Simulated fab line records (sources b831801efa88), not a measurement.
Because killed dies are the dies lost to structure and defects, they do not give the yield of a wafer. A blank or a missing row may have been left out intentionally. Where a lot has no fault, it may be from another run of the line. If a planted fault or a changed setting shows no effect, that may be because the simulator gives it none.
One fault seen from 2 desks | flow gf180mcu | numbers are kept per desk, each desk with only its own; the story behind them comes last

== AT THE TOOL OWNER'S DESK: rie-metal-02 ==
The tool's own readings at GF_TOP_METAL_METAL_ETCH_16 (etches the open film in Cl2/BCl3, stops on SiO2, target depth 1077.5 nm, time 179.6 s): means of the sampled wafers that have a number, for each lot that ran on this tool. If a lot's mean is further than 4 standard deviations from the usual mean, the lot is out of limits and carries the mark OUT (the distance appears in the brackets).
Columns: A = drypump-motor-current-A at GF_TOP_METAL_METAL_ETCH_16, usual 6.0 A; B = oes-product-au at GF_TOP_METAL_METAL_ETCH_16, usual 0.967 a.u.; C = run-length-s at GF_TOP_METAL_METAL_ETCH_16, usual 208.0 s; D = throttle-valve-pct at GF_TOP_METAL_METAL_ETCH_16, usual 28.256 %
lot  | first seen here | A   | B                | C               | D
L221 | day 29 03:51    | 6.7 | 0.964            | 207.9           | 28.261
L220 | day 29 06:52    | 6.2 | 0.973            | 208.1           | 28.248
L222 | day 29 11:42    | 6.5 | 0.961            | 208.1           | 28.261
L227 | day 31 01:17    | 6.7 | 0.965            | 207.8           | 28.264
L229 | day 31 14:23    | 6.7 | 1.000 (+4.4) OUT | 177.5 (-76) OUT | 28.222
L232 | day 32 12:01    | 6.2 | 0.976            | 197.8 (-26) OUT | 28.247
This desk's verdict: out of limits on L229, L232, starting with L229 at day 31 14:23 (oes-product-au at GF_TOP_METAL_METAL_ETCH_16). L221, L220, L222, L227 stayed within limits.

== METROLOGY DESK ==
What the gauges read for every lot (on any tool): the sampled wafers with a number, averaged. If a lot's mean is further than 4 standard deviations from the usual mean, the lot is out of limits and carries the mark OUT (the distance appears in the brackets).
Columns: A = TOP_METAL_ALCU_RS at GF_TOP_METAL_RS_MEAS_05, usual 0.0327 ohm/sq; B = cd-nm at GF_TOP_METAL_CD_MEAS_14, usual 440.4 nm
lot  | first seen here | A      | B
L218 | day 27 09:11    | 0.0320 | 440.0
L219 | day 27 21:32    | 0.0324 | 441.2
L221 | day 28 08:01    | 0.0328 | 440.1
L220 | day 28 10:30    | 0.0325 | 438.6
L222 | day 28 15:45    | 0.0331 | 441.0
L223 | day 29 02:49    | 0.0331 | 438.2
L224 | day 29 05:41    | 0.0321 | 439.8
L226 | day 29 23:39    | 0.0326 | 441.3
L227 | day 30 07:05    | 0.0329 | 441.8
L229 | day 30 20:34    | 0.0321 | 441.4
L230 | day 31 00:37    | 0.0328 | 440.6
L232 | day 31 18:46    | 0.0331 | 442.1
L238 | day 32 21:20    | 0.0328 | 439.3
L240 | day 33 19:04    | 0.0331 | 439.2
Result from this desk: across the 14 lots, nothing is out of limits.

== TAKEN TOGETHER ==
The tool owner's desk could have raised an alarm at day 31 14:23, on L229, L232.
From the metrology desk's view, nothing was out of limits.
The metrology desk has L229, L232 on record, within its limits.
Of the lots named, all ran GF_TOP_METAL_METAL_ETCH_16 on rie-metal-02.

== WHAT THE SIMULATOR HAD INSERTED ==
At GF_TOP_METAL_METAL_ETCH_16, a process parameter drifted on rie-metal-02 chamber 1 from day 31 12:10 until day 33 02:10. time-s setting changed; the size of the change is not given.
Lots struck among those shown: L229, L232.
Time in hours from fault onset to the first out-of-limits reading at each desk: the tool owner's desk, 2.
